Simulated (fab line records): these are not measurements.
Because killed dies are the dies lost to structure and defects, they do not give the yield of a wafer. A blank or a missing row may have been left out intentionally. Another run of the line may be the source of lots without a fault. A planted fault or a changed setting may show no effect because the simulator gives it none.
Which of the tools did it?	flow sky130	Sampling: 11 lots, 33 wafers, 5 of 708 route steps

WHAT THE GAUGES READ, wafer by wafer
SKY_VT_ADJUST_HVTP_CD_MEAS_07: the cd target is 380 nm.
lot	measured	on	cd-nm (nm)
L373	day 6 02:52	cd-sem-01	377.1 380.8 378.2
L374	day 6 08:08	cd-sem-02	380.1 379.9 379.7
L379	day 7 13:53	cd-sem-02	381.0 380.4 381.3
L380	day 7 23:16	cd-sem-02	384.7 378.6 381.8
L381	day 8 03:58	cd-sem-01	380.7 383.5 380.2
L383	day 8 23:28	cd-sem-01	380.1 380.2 382.0
L384	day 9 03:11	cd-sem-02	381.0 379.7 382.3
L385	day 9 04:04	cd-sem-02	- - -
L394	day 11 16:05	cd-sem-02	380.2 380.2 382.2
L395	day 11 20:35	cd-sem-01	382.6 383.7 383.1
L396	day 12 06:20	cd-sem-01	379.6 379.0 378.9

SKY_VT_ADJUST_HVTP_TW_MEAS_11.
lot	measured	on	VT_ADJUST_HVTP_TW
L373	day 6 03:16	film-metro-03	1350 1349 1349
L374	day 6 08:33	film-metro-01	1344 1340 1348
L379	day 7 14:18	film-metro-01	1336 1343 1344
L380	day 7 23:40	film-metro-04	1359 1365 1362
L381	day 8 04:21	film-metro-04	1362 1352 1355
L383	day 8 23:53	film-metro-04	1353 1360 1358
L384	day 9 03:38	film-metro-04	1363 1366 1361
L385	day 9 04:29	film-metro-03	30 30 30 30 30 30
L394	day 11 16:29	film-metro-01	1344 1340 1342
L395	day 11 20:59	film-metro-03	1357 1353 1352
L396	day 12 06:45	film-metro-04	1364 1352 1357

SKY_SONOS_ONO_THK_MEAS_03.
lot	measured	on	SONOS_ONO_CVD_02_THK (nm)
L373	day 11 11:34	film-metro-04	10.76 10.69 10.74
L374	day 11 20:40	film-metro-01	10.67 10.69 10.74
L379	day 13 08:44	film-metro-02	10.43 10.54 10.39
L380	day 14 00:22	film-metro-04	10.68 10.63 10.74
L381	day 14 03:37	film-metro-01	10.34 10.49 10.33
L383	day 15 07:13	film-metro-02	10.40 10.44 10.40
L384	day 15 10:03	film-metro-01	10.48 10.50 10.52
L394	day 18 12:13	film-metro-01	10.63 10.63 10.57
L395	day 18 22:34	film-metro-04	10.57 10.55 10.61
L396	day 19 05:19	film-metro-01	10.42 10.48 10.32

SKY_POLY_GATE_THK_MEAS_04.
lot	measured	on	POLY_GATE_CVD_03_THK (nm)
L373	day 15 03:11	film-metro-03	73.6 73.9 73.8
L374	day 15 12:44	film-metro-03	75.0 74.6 74.7
L379	day 17 04:41	film-metro-03	76.2 75.9 76.0
L380	day 17 21:35	film-metro-01	75.8 75.5 75.5
L381	day 18 01:37	film-metro-04	75.9 76.0 76.3
L383	day 19 06:55	film-metro-03	74.5 74.3 74.5
L384	day 19 13:10	film-metro-03	74.0 74.7 74.1
L394	day 22 17:03	film-metro-03	73.7 73.4 73.7
L395	day 23 03:24	film-metro-04	75.4 75.3 75.3
L396	day 23 07:08	film-metro-04	75.3 75.2 75.1

WHICH TOOL RAN EACH LOT (tool, then ch and the chambers of the sampled wafers, then the start)
lot	SKY_VT_ADJUST_HVTP_EXPOSE_04
L373	iline-stepper-01 ch 0, day 5 18:13
L374	iline-stepper-01 ch 0, day 5 23:20
L379	iline-stepper-01 ch 0, day 7 04:01
L380	iline-stepper-01 ch 0, day 7 13:46
L381	iline-stepper-01 ch 0, day 7 18:29
L383	iline-stepper-01 ch 0, day 8 13:30
L384	iline-stepper-02 ch 0, day 8 17:25
L385	iline-stepper-01 ch 0, day 8 18:01
L394	iline-stepper-01 ch 0, day 11 04:44
L395	iline-stepper-02 ch 0, day 11 09:02
L396	iline-stepper-01 ch 0, day 11 18:31
- SKY_VT_ADJUST_HVTP_EXPOSE_04: exposes mask HVTPM, target cd 380 nm.

WHAT THE TOOLS THEMSELVES READ (means of the sampled wafers that have a number; where no wafer has one, the mark that the record gives instead)
The record holds no such reading with a usual standard deviation.

THE ANSWER, worked out from the rows above alone
Rule: the lots themselves supply what counts as usual. Put in order of their means at a reading, lots are off if they are a third of the lots or fewer, leave a main group of 4 or more, and stand apart from it by a gap of 3 or more times the standard deviation of the main group's means; of several such gaps the widest counts. The tables above print the reading to a certain number of digits; a main group whose means all agree to those digits is not used. Also off: a lot with no number at a reading for which 4 or more lots have one. The other lots that the step has rows for count as sound. After the gauges, taken in route order, come the tools' own readings; for these a lot's mean is taken, as printed above. The first step at which some lot is off is used, and at that step the reading that is off furthest; a lot without a number counts as furthest.
Off, at SKY_VT_ADJUST_HVTP_CD_MEAS_07 on cd-nm: L385. Without a number there: L385. The main group: mean 380.8 nm, standard deviation 1.2.
If a tool, at a process step before that reading, ran all the lots that are off and no sound lot after the first of them, it fits. Not tried: the gauges at SKY_VT_ADJUST_HVTP_CD_MEAS_07; whatever is off there is also off at SKY_VT_ADJUST_HVTP_TW_MEAS_11, on other tools, and gauge error can't account for it. Not one of the candidates tried fits.

WHAT HAD BEEN PUT IN BY THE SIMULATOR
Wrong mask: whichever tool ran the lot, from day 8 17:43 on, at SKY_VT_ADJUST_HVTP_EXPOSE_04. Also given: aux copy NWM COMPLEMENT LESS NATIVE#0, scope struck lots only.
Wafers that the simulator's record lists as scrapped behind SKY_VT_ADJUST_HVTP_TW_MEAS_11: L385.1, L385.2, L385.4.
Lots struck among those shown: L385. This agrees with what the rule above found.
